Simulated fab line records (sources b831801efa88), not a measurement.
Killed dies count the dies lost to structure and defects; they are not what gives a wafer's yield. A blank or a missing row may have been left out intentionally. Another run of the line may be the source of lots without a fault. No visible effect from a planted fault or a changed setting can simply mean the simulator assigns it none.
Matching of chambers / flow gf180mcu / GF_V3_CMP_26 on cmp-01: 4 sister chambers
The step polishes, stops on SiO2, t overpolish 15 s, target thk 0 nm. 16 wafers are shown with their chamber, then 8 later ones without.

== WAFERS WITH THEIR CHAMBER ==
wafer=L726.1; chamber=0; motor current A (A)=11.0; time to endpoint s (s)=83; head pressure psi (psi)=3.500
wafer=L726.2; chamber=1; motor current A (A)=9.9; time to endpoint s (s)=81; head pressure psi (psi)=3.496
wafer=L726.5; chamber=0; motor current A (A)=11.4; time to endpoint s (s)=86; head pressure psi (psi)=3.498
wafer=L727.1; chamber=2; motor current A (A)=12.2; time to endpoint s (s)=83; head pressure psi (psi)=3.514
wafer=L727.4; chamber=0; motor current A (A)=12.0; time to endpoint s (s)=82; head pressure psi (psi)=3.493
wafer=L727.6; chamber=0; motor current A (A)=11.3; time to endpoint s (s)=81; head pressure psi (psi)=3.504
wafer=L728.3; chamber=2; motor current A (A)=11.8; time to endpoint s (s)=86; head pressure psi (psi)=3.484
wafer=L728.4; chamber=0; motor current A (A)=11.3; time to endpoint s (s)=89; head pressure psi (psi)=3.498
wafer=L728.5; chamber=2; motor current A (A)=11.2; time to endpoint s (s)=86; head pressure psi (psi)=3.509
wafer=L729.3; chamber=2; motor current A (A)=12.3; time to endpoint s (s)=84; head pressure psi (psi)=3.506
wafer=L729.5; chamber=2; motor current A (A)=11.7; time to endpoint s (s)=87; head pressure psi (psi)=3.519
wafer=L729.6; chamber=3; motor current A (A)=10.8; time to endpoint s (s)=87; head pressure psi (psi)=3.505
wafer=L745.1; chamber=1; motor current A (A)=10.1; time to endpoint s (s)=82; head pressure psi (psi)=3.488
wafer=L745.2; chamber=2; motor current A (A)=12.4; time to endpoint s (s)=84; head pressure psi (psi)=3.492
wafer=L745.3; chamber=3; motor current A (A)=11.7; time to endpoint s (s)=85; head pressure psi (psi)=3.504
wafer=L746.1; chamber=2; motor current A (A)=12.3; time to endpoint s (s)=85; head pressure psi (psi)=3.508

SIGNATURES (means of the wafers above)
reading=motor current A; chamber 0=11.400; chamber 1=10.000; chamber 2=11.986; chamber 3=11.250; scatter within a chamber=0.42
reading=time to endpoint s; chamber 0=84.20; chamber 1=81.50; chamber 2=85.00; chamber 3=86.00; scatter within a chamber=2.19
reading=head pressure psi; chamber 0=3.49860; chamber 1=3.49200; chamber 2=3.50457; chamber 3=3.50450; scatter within a chamber=0.00916
Rule: a wafer's distance from a chamber is the root of the sum, over the readings, of the square of ((its reading less the chamber's mean) divided by the reading's scatter). If the next closest chamber is less than 2 further off than the closest, the wafer can't be placed; otherwise it belongs to the closest. The scatter is the square root of a quotient: the sum, over the shown wafers, of each reading's squared deviation from its chamber's mean, divided by wafers minus chambers.

== WAFERS MISSING THEIR CHAMBER ==
wafer=L746.2; motor current A (A)=11.5; time to endpoint s (s)=87; head pressure psi (psi)=3.499
wafer=L746.3; motor current A (A)=9.6; time to endpoint s (s)=83; head pressure psi (psi)=3.513
wafer=L747.4; motor current A (A)=10.5; time to endpoint s (s)=84; head pressure psi (psi)=3.500
wafer=L747.5; motor current A (A)=11.4; time to endpoint s (s)=86; head pressure psi (psi)=3.493
wafer=L747.6; motor current A (A)=11.0; time to endpoint s (s)=87; head pressure psi (psi)=3.504
wafer=L748.1; motor current A (A)=9.9; time to endpoint s (s)=79; head pressure psi (psi)=3.507
wafer=L748.5; motor current A (A)=9.8; time to endpoint s (s)=81; head pressure psi (psi)=3.504
wafer=L748.6; motor current A (A)=10.8; time to endpoint s (s)=84; head pressure psi (psi)=3.509

== EACH ONE'S CHAMBER ==
wafer=L746.2; from the rows above=can't be placed: 3 or 0 or 2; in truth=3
wafer=L746.3; from the rows above=can't be placed: 1 or 3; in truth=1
wafer=L747.4; from the rows above=can't be placed: 1 or 3 or 0 or 2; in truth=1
wafer=L747.5; from the rows above=can't be placed: 0 or 3 or 2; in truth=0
wafer=L747.6; from the rows above=can't be placed: 3 or 0 or 2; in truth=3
wafer=L748.1; from the rows above=1; in truth=1
wafer=L748.5; from the rows above=1; in truth=1
wafer=L748.6; from the rows above=can't be placed: 3 or 0 or 1 or 2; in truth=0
Correct placement for 2 of the 8. From these rows, 6 cannot be placed; in 6 the true chamber is one of the candidates. 0 placed wrongly.
